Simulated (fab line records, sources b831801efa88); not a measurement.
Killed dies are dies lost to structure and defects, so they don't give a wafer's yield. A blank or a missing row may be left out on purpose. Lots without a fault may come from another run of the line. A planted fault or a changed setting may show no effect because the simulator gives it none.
A sampling plan put to the test | flow gf180mcu | one fab line, 58 faults that these records tell of, each judged on the records of the lots that it struck
The plan is the line's own looks: the steps of the route at which a gauge or an inspection reads the wafer and doesn't change it. A look can be judged if struck wafers have a number there and the file gives its usual mean and standard deviation on fault-free wafers. Caught: at a look after the fault's first step, the mean of the struck wafers lies 4 or more of those standard deviations (sigma) from the usual mean. On the tool: the same test on the tool's own readings at the fault's steps. Another recipe on the struck wafers, or a record that is blank for them alone, also counts as caught.

THE FAULTS, as the simulator had put them in
1. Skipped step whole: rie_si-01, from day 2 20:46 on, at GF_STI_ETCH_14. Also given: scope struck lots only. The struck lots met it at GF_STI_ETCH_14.
2. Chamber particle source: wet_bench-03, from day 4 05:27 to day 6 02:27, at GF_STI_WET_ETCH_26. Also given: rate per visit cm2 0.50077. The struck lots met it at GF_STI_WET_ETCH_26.
3. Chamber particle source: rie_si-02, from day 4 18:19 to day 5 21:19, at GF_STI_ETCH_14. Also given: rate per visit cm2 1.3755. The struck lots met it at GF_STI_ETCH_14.
4. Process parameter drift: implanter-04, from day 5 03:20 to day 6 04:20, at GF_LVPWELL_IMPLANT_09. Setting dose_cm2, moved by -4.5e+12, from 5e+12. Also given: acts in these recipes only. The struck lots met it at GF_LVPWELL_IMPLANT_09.
5. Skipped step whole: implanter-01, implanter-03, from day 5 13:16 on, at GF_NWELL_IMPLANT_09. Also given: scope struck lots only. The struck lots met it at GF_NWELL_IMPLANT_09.
6. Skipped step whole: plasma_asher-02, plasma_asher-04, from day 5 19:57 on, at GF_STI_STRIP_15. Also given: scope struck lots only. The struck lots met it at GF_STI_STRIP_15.
7. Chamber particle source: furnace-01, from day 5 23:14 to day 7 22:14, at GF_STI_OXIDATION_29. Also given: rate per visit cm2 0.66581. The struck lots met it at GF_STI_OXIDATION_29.
8. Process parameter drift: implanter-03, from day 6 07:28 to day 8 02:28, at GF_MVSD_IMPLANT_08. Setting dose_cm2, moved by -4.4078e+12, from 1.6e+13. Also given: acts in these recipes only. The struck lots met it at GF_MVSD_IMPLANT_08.
9. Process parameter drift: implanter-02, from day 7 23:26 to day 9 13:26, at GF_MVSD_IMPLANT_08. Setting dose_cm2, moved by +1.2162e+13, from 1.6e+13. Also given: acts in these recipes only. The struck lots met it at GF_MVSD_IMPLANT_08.
10. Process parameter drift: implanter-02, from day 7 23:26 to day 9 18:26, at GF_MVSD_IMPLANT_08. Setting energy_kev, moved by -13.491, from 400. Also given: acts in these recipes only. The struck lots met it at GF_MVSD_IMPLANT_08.
11. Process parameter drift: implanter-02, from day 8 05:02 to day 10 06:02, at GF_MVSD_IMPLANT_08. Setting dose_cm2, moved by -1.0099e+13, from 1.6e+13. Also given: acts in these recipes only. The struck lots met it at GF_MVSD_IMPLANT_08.
12. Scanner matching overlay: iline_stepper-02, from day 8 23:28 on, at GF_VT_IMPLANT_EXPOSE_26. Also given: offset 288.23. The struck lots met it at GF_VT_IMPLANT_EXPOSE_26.
13. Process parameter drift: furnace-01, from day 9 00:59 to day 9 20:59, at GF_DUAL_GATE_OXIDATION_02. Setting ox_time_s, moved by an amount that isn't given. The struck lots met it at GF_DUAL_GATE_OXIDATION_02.
14. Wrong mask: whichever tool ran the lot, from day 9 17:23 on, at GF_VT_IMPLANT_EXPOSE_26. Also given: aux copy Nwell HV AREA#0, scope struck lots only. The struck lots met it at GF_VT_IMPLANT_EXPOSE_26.
15. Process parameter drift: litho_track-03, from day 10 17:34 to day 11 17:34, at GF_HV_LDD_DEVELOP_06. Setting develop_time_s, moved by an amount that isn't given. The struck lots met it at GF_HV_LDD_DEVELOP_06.
16. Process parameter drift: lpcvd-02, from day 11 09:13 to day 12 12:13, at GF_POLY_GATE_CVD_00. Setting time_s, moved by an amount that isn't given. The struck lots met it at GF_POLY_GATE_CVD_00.
17. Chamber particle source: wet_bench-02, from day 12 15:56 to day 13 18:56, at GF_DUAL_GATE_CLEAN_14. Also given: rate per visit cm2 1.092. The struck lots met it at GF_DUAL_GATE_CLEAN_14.
18. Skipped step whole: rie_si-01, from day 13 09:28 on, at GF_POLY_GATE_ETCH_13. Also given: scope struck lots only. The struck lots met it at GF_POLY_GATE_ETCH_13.
19. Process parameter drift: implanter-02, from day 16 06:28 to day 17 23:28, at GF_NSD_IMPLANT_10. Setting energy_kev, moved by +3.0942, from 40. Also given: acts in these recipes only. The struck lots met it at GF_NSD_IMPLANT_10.
20. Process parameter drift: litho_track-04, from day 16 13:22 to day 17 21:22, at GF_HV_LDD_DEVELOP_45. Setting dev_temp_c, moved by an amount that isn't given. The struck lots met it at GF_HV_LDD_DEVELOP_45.
21. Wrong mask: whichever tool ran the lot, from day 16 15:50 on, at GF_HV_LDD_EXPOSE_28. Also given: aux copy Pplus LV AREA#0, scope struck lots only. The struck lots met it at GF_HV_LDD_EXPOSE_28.
22. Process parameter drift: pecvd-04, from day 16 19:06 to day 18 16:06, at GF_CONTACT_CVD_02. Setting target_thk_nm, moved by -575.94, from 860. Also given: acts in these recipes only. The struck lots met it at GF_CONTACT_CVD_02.
23. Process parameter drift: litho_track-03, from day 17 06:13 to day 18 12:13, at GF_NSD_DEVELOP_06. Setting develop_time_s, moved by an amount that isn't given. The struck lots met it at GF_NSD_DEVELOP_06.
24. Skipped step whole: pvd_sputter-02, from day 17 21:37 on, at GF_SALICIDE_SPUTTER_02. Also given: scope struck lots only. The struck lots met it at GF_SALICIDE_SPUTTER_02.
25. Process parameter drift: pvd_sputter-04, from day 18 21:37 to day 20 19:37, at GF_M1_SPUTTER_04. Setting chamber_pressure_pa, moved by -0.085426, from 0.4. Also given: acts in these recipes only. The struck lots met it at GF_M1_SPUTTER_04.
26. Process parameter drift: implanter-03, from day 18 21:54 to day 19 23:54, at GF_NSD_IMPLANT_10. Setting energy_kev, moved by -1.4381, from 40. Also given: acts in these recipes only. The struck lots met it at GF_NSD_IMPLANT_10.
27. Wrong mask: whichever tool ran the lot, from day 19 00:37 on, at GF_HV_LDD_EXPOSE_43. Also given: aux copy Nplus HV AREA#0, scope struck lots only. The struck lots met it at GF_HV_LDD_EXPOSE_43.
28. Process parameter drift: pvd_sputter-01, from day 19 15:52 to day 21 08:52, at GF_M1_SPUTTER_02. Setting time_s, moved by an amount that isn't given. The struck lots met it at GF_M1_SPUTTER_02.
29. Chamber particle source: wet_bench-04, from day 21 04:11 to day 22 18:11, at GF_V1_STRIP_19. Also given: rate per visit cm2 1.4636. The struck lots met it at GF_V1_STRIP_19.
30. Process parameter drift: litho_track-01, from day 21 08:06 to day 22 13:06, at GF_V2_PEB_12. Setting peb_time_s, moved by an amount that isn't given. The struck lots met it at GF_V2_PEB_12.
31. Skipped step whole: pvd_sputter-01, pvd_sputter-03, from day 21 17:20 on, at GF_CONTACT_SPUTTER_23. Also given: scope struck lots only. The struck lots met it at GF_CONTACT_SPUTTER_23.
32. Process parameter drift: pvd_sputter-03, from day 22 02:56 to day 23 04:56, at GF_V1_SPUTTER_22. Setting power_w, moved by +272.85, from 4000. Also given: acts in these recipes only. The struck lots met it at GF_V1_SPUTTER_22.
33. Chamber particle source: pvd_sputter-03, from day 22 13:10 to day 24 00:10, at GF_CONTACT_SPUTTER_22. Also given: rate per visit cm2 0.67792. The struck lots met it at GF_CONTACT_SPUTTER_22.
34. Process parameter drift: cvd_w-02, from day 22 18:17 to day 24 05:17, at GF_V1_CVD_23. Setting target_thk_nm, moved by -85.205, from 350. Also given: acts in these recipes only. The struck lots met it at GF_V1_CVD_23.
35. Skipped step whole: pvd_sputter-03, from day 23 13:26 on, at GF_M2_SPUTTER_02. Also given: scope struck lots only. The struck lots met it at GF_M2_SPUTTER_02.
36. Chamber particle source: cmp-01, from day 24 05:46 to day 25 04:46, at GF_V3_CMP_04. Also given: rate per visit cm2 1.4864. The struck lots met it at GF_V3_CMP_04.
37. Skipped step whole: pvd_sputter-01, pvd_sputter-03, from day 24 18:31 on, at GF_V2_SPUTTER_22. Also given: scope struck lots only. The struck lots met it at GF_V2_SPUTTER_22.
38. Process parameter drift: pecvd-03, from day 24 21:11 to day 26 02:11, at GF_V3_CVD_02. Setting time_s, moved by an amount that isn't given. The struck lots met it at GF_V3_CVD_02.
39. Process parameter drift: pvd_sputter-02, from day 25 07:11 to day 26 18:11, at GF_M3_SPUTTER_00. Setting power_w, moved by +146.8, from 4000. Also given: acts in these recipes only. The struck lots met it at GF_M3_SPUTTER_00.
40. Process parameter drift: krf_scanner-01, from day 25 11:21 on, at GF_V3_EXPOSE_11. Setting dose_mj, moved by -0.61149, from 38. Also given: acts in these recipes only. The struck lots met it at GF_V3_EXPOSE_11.
41. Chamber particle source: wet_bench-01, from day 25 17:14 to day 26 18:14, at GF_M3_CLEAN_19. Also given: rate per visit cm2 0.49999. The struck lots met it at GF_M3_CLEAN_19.
42. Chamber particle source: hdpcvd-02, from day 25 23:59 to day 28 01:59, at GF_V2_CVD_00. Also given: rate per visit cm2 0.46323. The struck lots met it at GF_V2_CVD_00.
43. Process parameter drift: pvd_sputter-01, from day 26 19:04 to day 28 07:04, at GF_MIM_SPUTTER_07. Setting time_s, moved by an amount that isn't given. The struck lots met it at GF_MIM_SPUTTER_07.
44. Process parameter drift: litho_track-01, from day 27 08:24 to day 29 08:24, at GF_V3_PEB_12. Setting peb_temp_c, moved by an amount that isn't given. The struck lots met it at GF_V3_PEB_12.
45. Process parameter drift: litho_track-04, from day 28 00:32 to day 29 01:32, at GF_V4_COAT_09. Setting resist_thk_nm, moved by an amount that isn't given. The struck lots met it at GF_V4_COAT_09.
46. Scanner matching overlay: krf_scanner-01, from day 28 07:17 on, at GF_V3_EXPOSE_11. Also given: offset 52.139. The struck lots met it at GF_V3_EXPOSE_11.
47. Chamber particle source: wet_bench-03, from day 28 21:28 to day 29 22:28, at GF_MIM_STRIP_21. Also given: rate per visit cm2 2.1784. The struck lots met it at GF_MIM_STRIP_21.
48. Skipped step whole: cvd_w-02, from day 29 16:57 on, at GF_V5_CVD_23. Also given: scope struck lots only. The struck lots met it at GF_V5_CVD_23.
49. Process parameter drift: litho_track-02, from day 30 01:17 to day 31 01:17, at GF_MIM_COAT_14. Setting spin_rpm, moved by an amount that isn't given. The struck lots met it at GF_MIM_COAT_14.
50. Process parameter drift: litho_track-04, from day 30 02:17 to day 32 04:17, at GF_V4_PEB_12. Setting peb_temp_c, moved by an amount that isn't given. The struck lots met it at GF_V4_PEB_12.
51. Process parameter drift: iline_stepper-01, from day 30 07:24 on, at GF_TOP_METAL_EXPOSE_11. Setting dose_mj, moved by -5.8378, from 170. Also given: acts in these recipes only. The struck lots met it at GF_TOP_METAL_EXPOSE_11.
52. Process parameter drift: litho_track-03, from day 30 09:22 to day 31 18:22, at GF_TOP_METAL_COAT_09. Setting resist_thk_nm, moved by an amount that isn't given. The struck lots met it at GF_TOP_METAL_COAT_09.
53. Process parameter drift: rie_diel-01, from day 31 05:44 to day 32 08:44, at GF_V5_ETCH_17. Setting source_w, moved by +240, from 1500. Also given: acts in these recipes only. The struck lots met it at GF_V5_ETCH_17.
54. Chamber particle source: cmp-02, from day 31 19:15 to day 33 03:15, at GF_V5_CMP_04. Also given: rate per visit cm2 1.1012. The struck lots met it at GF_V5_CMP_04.
55. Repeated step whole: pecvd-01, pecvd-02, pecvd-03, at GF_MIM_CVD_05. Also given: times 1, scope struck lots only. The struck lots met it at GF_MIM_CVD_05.
56. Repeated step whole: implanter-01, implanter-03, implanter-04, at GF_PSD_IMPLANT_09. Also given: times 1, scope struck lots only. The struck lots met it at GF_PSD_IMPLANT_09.
57. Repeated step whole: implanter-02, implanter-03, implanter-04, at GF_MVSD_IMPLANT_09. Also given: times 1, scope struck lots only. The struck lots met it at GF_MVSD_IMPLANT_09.
58. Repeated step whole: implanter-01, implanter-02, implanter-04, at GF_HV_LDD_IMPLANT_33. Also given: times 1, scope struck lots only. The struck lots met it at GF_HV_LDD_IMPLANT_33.

WHAT THE PLAN SAW
fault | on the tool itself                               | first look that catches it                      | reading, sigma                                       | median hours from its first step to that look | hours from the fault's start to the first struck lot there | judged looks passed uncaught
1     | the tool's record is blank for the struck wafers | no look after it can be judged                  | -                                                    | -                                             | -                                                          | 0
2     | no reading that can be judged                    | none of the 2 looks that can be judged after it | -                                                    | -                                             | -                                                          | 2
3     | under 2 sigma                                    | not the one look that can be judged after it    | -                                                    | -                                             | -                                                          | 1
4     | dose_ions_cm2 -99 or beyond sigma                | GF_LVPWELL_TW_MEAS_11                           | LVPWELL_TW -8.3                                      | 0.2                                           | 6                                                          | 0
5     | the tool's record is blank for the struck wafers | GF_NWELL_TW_MEAS_11                             | NWELL_TW -7.1                                        | 0.2                                           | 3                                                          | 0
6     | the tool's record is blank for the struck wafers | no look after it can be judged                  | -                                                    | -                                             | -                                                          | 0
7     | under 2 sigma                                    | no look after it can be judged                  | -                                                    | -                                             | -                                                          | 0
8     | dose_ions_cm2 -99 or beyond sigma                | GF_MVSD_TW_MEAS_11                              | MVSD_TW -13                                          | 0.4                                           | 3                                                          | 0
9     | dose_ions_cm2 +99 or beyond sigma                | GF_MVSD_TW_MEAS_11                              | MVSD_TW +27                                          | 0.4                                           | 3                                                          | 0
10    | beam_energy_keV -96 sigma                        | none of the 2 looks that can be judged after it | strongest: MVSD_RS at GF_VT_IMPLANT_RS_MEAS_46, +2.4 | -                                             | -                                                          | 2
11    | dose_ions_cm2 -99 or beyond sigma                | GF_MVSD_TW_MEAS_11                              | MVSD_TW -36                                          | 0.4                                           | 3                                                          | 0
12    | no reading that can be judged                    | GF_VT_IMPLANT_OVL_MEAS_29                       | VT_IMPLANT_02_OVL +99 or beyond                      | 8.8                                           | 12                                                         | 0
13    | under 2 sigma                                    | GF_DUAL_GATE_THK_MEAS_03                        | DUAL_GATE_OXIDATION_00_THK +13                       | 1.4                                           | 12                                                         | 0
14    | no reading that can be judged                    | GF_VT_IMPLANT_TW_MEAS_32                        | VT_IMPLANT_3_TW -91                                  | 9.0                                           | 11                                                         | 0
15    | no reading that can be judged                    | GF_HV_LDD_CD_MEAS_07                            | cd_nm +14                                            | 0.1                                           | 3                                                          | 0
16    | no reading that can be judged                    | GF_POLY_GATE_THK_MEAS_01                        | POLY_GATE_CVD_00_THK -15                             | 1.3                                           | 6                                                          | 0
17    | no reading that can be judged                    | not the one look that can be judged after it    | -                                                    | -                                             | -                                                          | 1
18    | the tool's record is blank for the struck wafers | no look after it can be judged                  | -                                                    | -                                             | -                                                          | 0
19    | beam_energy_keV +99 or beyond sigma              | not the one look that can be judged after it    | -                                                    | -                                             | -                                                          | 1
20    | developer_temp_C -9.3 sigma                      | not the one look that can be judged after it    | -                                                    | -                                             | -                                                          | 1
21    | under 2 sigma                                    | GF_HV_LDD_TW_MEAS_38                            | HV_LDD_3_TW -99 or beyond                            | 12.1                                          | 15                                                         | 0
22    | under 2 sigma                                    | GF_CONTACT_THK_MEAS_03                          | CONTACT_CVD_02_THK -38                               | 0.1                                           | 6                                                          | 0
23    | under 2 sigma                                    | GF_NSD_CD_MEAS_07                               | cd_nm -40                                            | 0.1                                           | 2                                                          | 0
24    | the tool's record is blank for the struck wafers | GF_SALICIDE_RS_MEAS_04                          | SALICIDE_TIN_RS +99 or beyond                        | 0.1                                           | 1                                                          | 0
25    | chamber_pressure_pa -99 or beyond sigma          | none of the 7 looks that can be judged after it | -                                                    | -                                             | -                                                          | 7
26    | beam_energy_keV -99 or beyond sigma              | GF_PSD_RS_MEAS_14                               | NSD_RS +4.5                                          | 25.4                                          | 30                                                         | 0
27    | no reading that can be judged                    | GF_HV_LDD_TW_MEAS_50                            | HV_LDD_4_TW -99 or beyond                            | 12.7                                          | 19                                                         | 0
28    | under 2 sigma                                    | none of the 2 looks that can be judged after it | strongest: M1_ALCU_RS at GF_M1_RS_MEAS_05, -3.2      | -                                             | -                                                          | 2
29    | under 2 sigma                                    | not the one look that can be judged after it    | -                                                    | -                                             | -                                                          | 1
30    | under 2 sigma                                    | not the one look that can be judged after it    | strongest: cd_nm at GF_V2_CD_MEAS_14, +2.7           | -                                             | -                                                          | 1
31    | the tool's record is blank for the struck wafers | no look after it can be judged                  | -                                                    | -                                             | -                                                          | 0
32    | cathode_dc_power_W +99 or beyond sigma           | no look after it can be judged                  | -                                                    | -                                             | -                                                          | 0
33    | under 2 sigma                                    | not the one look that can be judged after it    | -                                                    | -                                             | -                                                          | 1
34    | under 2 sigma                                    | GF_V1_RS_MEAS_24                                | V1_W_RS +31                                          | 0.1                                           | 4                                                          | 0
35    | the tool's record is blank for the struck wafers | GF_M2_RS_MEAS_05                                | M2_ALCU_RS +99 or beyond                             | 0.1                                           | 3                                                          | 0
36    | under 2 sigma                                    | no look after it can be judged                  | -                                                    | -                                             | -                                                          | 0
37    | the tool's record is blank for the struck wafers | no look after it can be judged                  | -                                                    | -                                             | -                                                          | 0
38    | run_length_s -88 sigma                           | GF_V3_THK_MEAS_03                               | V3_CVD_02_THK -42                                    | 0.1                                           | 3                                                          | 0
39    | cathode_dc_power_W +99 or beyond sigma           | no look after it can be judged                  | -                                                    | -                                             | -                                                          | 0
40    | exposure_dose_mJ_cm2 -14 sigma                   | none of the 2 looks that can be judged after it | strongest: cd_nm at GF_V3_CD_MEAS_14, -2.8           | -                                             | -                                                          | 2
41    | no reading that can be judged                    | none of the 2 looks that can be judged after it | -                                                    | -                                             | -                                                          | 2
42    | no reading that can be judged                    | not the one look that can be judged after it    | -                                                    | -                                             | -                                                          | 1
43    | under 2 sigma                                    | no look after it can be judged                  | -                                                    | -                                             | -                                                          | 0
44    | heater_power_total_W -64 sigma                   | GF_V3_CD_MEAS_14                                | cd_nm -21                                            | 0.4                                           | 4                                                          | 0
45    | under 2 sigma                                    | not the one look that can be judged after it    | -                                                    | -                                             | -                                                          | 1
46    | no reading that can be judged                    | GF_V3_OVL_MEAS_15                               | V3_OVL +8.4                                          | 9.6                                           | 20                                                         | 0
47    | no reading that can be judged                    | no look after it can be judged                  | -                                                    | -                                             | -                                                          | 0
48    | the tool's record is blank for the struck wafers | GF_V5_RS_MEAS_24                                | V5_W_RS +99 or beyond                                | 0.1                                           | 2                                                          | 0
49    | spin_speed_rpm +29 sigma                         | no look after it can be judged                  | -                                                    | -                                             | -                                                          | 0
50    | plate_temp_C +60 sigma                           | GF_V4_CD_MEAS_14                                | cd_nm +17                                            | 0.3                                           | 27                                                         | 0
51    | exposure_dose_mJ_cm2 -27 sigma                   | GF_TOP_METAL_CD_MEAS_14                         | cd_nm +4.1                                           | 9.2                                           | 15                                                         | 0
52    | under 2 sigma                                    | not the one look that can be judged after it    | -                                                    | -                                             | -                                                          | 1
53    | rf_fwd_power_W +51 sigma                         | no look after it can be judged                  | -                                                    | -                                             | -                                                          | 0
54    | under 2 sigma                                    | none of the 2 looks that can be judged after it | -                                                    | -                                             | -                                                          | 2
55    | under 2 sigma                                    | GF_MIM_THK_MEAS_06                              | MIM_CVD_05_THK +77                                   | 0.2                                           | -                                                          | 0
56    | under 2 sigma                                    | GF_PSD_TW_MEAS_11                               | PSD_TW +11                                           | 0.6                                           | -                                                          | 0
57    | no reading that can be judged                    | GF_MVSD_TW_MEAS_11                              | MVSD_TW +4.8                                         | 0.8                                           | -                                                          | 0
58    | under 2 sigma                                    | GF_HV_LDD_TW_MEAS_38                            | HV_LDD_3_TW +12                                      | 1.1                                           | -                                                          | 0
A dash: the fault isn't caught, or these records don't give the number.

Caught at a look: 28 of 58. Caught on the tool: 27 of 58. By one or the other: 42 of 58.
Caught on the tool alone: faults 1, 6, 10, 18, 19, 20, 25, 31, 32, 37, 39, 40, 49, 53.
Caught at a look alone: faults 12, 13, 14, 15, 16, 21, 22, 23, 27, 34, 46, 55, 56, 57, 58.
Caught by neither: faults 2, 3, 7, 17, 28, 29, 30, 33, 36, 41, 42, 43, 45, 47, 52, 54.

THINNER SAMPLING
If the look that catches a fault measured only every second or every third lot, by lot number, the first struck lot would be measured this late in the worst case:
fault | struck lots at that look, in order of time | every lot | every second lot | every third lot
4     | L433, L434, L435                           | 6 h       | 11 h             | 16 h
5     | L272, L273, L274                           | 3 h       | 7 h              | 12 h
8     | L955, L957                                 | 3 h       | may miss all 2   | may miss all 2
9     | L965, L966                                 | 3 h       | 9 h              | may miss all 2
11    | L523, L530                                 | 3 h       | 46 h             | may miss all 2
12    | L974, L976                                 | 12 h      | may miss all 2   | may miss all 2
13    | L615, L616                                 | 12 h      | 17 h             | may miss all 2
14    | L153                                       | 11 h      | may miss it      | may miss it
15    | L238, L239, L240                           | 3 h       | 10 h             | 21 h
16    | L288, L289, L290                           | 6 h       | 10 h             | 17 h
21    | L461                                       | 15 h      | may miss it      | may miss it
22    | L318, L322                                 | 6 h       | may miss all 2   | may miss all 2
23    | L194, L197                                 | 2 h       | 27 h             | may miss all 2
24    | L630, L631                                 | 1 h       | 11 h             | may miss all 2
26    | L964, L965                                 | 30 h      | 38 h             | may miss all 2
27    | L354                                       | 19 h      | may miss it      | may miss it
34    | L944, L945                                 | 4 h       | 15 h             | may miss all 2
35    | L426, L427                                 | 3 h       | 10 h             | may miss all 2
38    | L990, L992                                 | 3 h       | may miss all 2   | may miss all 2
44    | L853, L859                                 | 4 h       | may miss all 2   | may miss all 2
46    | L729, L731                                 | 20 h      | may miss all 2   | may miss all 2
48    | L490, L491, L492                           | 2 h       | 3 h              | 10 h
50    | L374, L375                                 | 27 h      | 30 h             | may miss all 2
51    | L234, L237                                 | 15 h      | 34 h             | may miss all 2
Hours are from the fault's start to the first struck lot that is measured. The limit of 4 sigma was tested on all struck wafers together, so one lot alone may lie under it. Other struck lots may not be in these records.

THE LONGEST TIMED WAY FROM STEP TO LOOK
Fault 26: a median of 25.4 hours passes between GF_NSD_IMPLANT_10 and GF_PSD_RS_MEAS_14. No look between them can be judged.
